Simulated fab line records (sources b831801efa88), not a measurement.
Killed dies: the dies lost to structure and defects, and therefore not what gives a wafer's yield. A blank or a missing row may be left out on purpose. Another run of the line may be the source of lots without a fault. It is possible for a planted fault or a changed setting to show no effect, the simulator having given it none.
Code-filled problem report in 8D (eight disciplines) form / flow gf180mcu / the parts of the form that need people (team, actions taken, sign-off) are left out

## 1. THE ISSUE
SAB_CVD_00_THK at GF_SAB_THK_MEAS_01 reads a mean of 54.3 nm on 1 wafer of 1 lot; wafers without a fault read 50.3 nm with a standard deviation of 0.68. That puts it +5.9 standard deviations away from the usual mean.
Earliest sighting: wafer L348.5 on film_metro-03 at day 18 05:04. The record has a number at this step for 39 wafers belonging to 13 lots. Rule for "out" (also "out of limits"): further than 4 standard deviations from the usual mean. Any other wafer with a number is counted as sound.

## 2. WHAT IT IS, AND WHAT IT ISN'T
question=which readings at this step | is=SAB_CVD_00_THK | is not=-
question=which lots | is=L348 | is not=L340, L341, L342, L343, L344, L345, L346, L350, L355, L356, L358, L359
question=which wafers of those lots | is=L348.5 | is not=L348.1, L348.4
question=read on which gauges | is=film_metro-03 | is not=film_metro-01, film_metro-04
question=when | is=from day 18 05:04 | is not=up to then (23 sound wafers); but 15 sound wafers of L350, L355, L356, L358, L359 came after

## 3. THE SUSPECTS, EACH WITH WHAT RULES IT OUT
Counting: any tool at a process step up to the reading remains a suspect provided it ran every lot that is out. Sound lots after the first of them don't rule it out here, since some wafers of a struck lot are sound.
- the gauge at GF_SAB_THK_MEAS_01: kept. All the wafers that are out were read on film_metro-03, and no step on other tools shows them out.
- plasma_asher-02 at GF_HV_LDD_STRIP_49 (strips in O2/N2): kept. L348, the lot that is out, went through it at day 16 02:23; up to then, the latest sound lot through it was L341 at day 13 20:48.
- pecvd-04 at GF_SAB_CVD_00 (deposits SiO2 from TEOS, target thk 50 nm, time 4.9302 s): kept. L348, the lot that is out, went through it at day 18 05:02; up to then, the latest sound lot through it was L345 at day 17 01:31.
Still standing after the count: plasma_asher-02 at GF_HV_LDD_STRIP_49, pecvd-04 at GF_SAB_CVD_00, film_metro-03 at GF_SAB_THK_MEAS_01.

## 4. THE CAUSE (what the simulator had put in)
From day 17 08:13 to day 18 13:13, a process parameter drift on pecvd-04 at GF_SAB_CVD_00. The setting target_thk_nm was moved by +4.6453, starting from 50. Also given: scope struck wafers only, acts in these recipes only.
3 suspects survive the count, and this tool is in that group.

## 5. THE CHAIN OF EFFECTS, in route order
Each row: a reading where the mean over the struck wafers with a number is more than 3 standard deviations away from the usual. Only readings whose record carries a usual standard deviation are examined. hours: median over the lots of the time between each lot's start at the first step of this table that gives one and its start at this step. sigmas: the change, counted in usual standard deviations.
hours=0; step=GF_SAB_THK_MEAS_01; reading=SAB_CVD_00_THK; usual=50.3 nm; on struck wafers=54.3; change=+4.0; sigmas=+5.9

## 6. HOW IT WOULD HAVE BEEN CAUGHT EARLIER
In this record the first reading out of limits at a measuring or inspecting step was taken at day 18 05:04, 21 hours after the fault began at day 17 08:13.
No tool reading at GF_SAB_CVD_00 that has a usual standard deviation in the record was out on any struck wafer, so an alarm limit of 4 standard deviations on those readings would not have fired.
The start of GF_SAB_CVD_00 on pecvd-04 came by day 18 05:04 for every one of the lots that are out (1). Tool hold at that time: it would have spared none of them.
